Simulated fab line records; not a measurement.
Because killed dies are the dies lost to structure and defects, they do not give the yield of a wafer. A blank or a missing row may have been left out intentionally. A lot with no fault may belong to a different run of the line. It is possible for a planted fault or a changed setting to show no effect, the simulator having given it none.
2 desks, one fault || flow gf180mcu || each desk holds nothing but its own numbers, with what lay behind them at the end

DESK OF THE TOOL OWNER: litho_track-04
The tool's own readings at GF_MVSD_DEVELOP_06 (develop time 60 s): means of the sampled wafers that have a number, for each lot that ran on this tool. Any lot whose mean is over 4 standard deviations away from the usual mean is out of limits and marked OUT; that distance is given in the brackets.
Columns: A = exhaust_pa at GF_MVSD_DEVELOP_06, usual 44.6 Pa
{"lot": "L970", "first seen here": "day 4 22:00", "A": 44.2}
{"lot": "L974", "first seen here": "day 5 21:00", "A": 44.8}
{"lot": "L980", "first seen here": "day 7 08:00", "A": 44.6}
{"lot": "L982", "first seen here": "day 7 18:00", "A": 44.9}
{"lot": "L985", "first seen here": "day 8 12:00", "A": 45.4}
Result from this desk: across the 5 lots, nothing is out of limits.

AT THE METROLOGY DESK
What the gauges read for every lot (on any tool): the sampled wafers with a number, averaged. Any lot whose mean is over 4 standard deviations away from the usual mean is out of limits and marked OUT; that distance is given in the brackets.
Columns: A = MVSD_OVL at GF_MVSD_OVL_MEAS_07, usual 0.3 nm; B = VT_IMPLANT_OVL at GF_VT_IMPLANT_OVL_MEAS_07, usual 0.1 nm
{"lot": "L968", "first seen here": "day 4 09:29", "A": 2.1, "B": 0.2}
{"lot": "L969", "first seen here": "day 4 17:13", "A": 0.1, "B": -0.3}
{"lot": "L970", "first seen here": "day 4 22:14", "A": 0.4, "B": -1.4}
{"lot": "L971", "first seen here": "day 5 02:34", "A": 1.0, "B": -2.0}
{"lot": "L972", "first seen here": "day 5 09:32", "A": -0.9, "B": -0.2}
{"lot": "L974", "first seen here": "day 5 21:53", "A": -1.2, "B": 1.5}
{"lot": "L975", "first seen here": "day 6 02:31", "A": -0.4, "B": 0.9}
{"lot": "L980", "first seen here": "day 7 08:14", "A": 3.2, "B": 1.7}
{"lot": "L984", "first seen here": "day 8 07:19", "A": 0.3, "B": 0.1}
{"lot": "L986", "first seen here": "day 8 18:07", "A": 1.8, "B": -0.1}
{"lot": "L987", "first seen here": "day 9 00:52", "A": 1.1, "B": -0.5}
{"lot": "L982", "first seen here": "day 9 04:23", "A": "-", "B": -0.9}
{"lot": "L985", "first seen here": "day 9 23:05", "A": "-", "B": 0.7}
Result from this desk: across the 13 lots, nothing is out of limits.

ALL TOGETHER
Nothing out of limits was seen by the tool owner's desk.
The metrology desk saw nothing out of limits.

WHAT WAS PUT IN BY THE SIMULATOR
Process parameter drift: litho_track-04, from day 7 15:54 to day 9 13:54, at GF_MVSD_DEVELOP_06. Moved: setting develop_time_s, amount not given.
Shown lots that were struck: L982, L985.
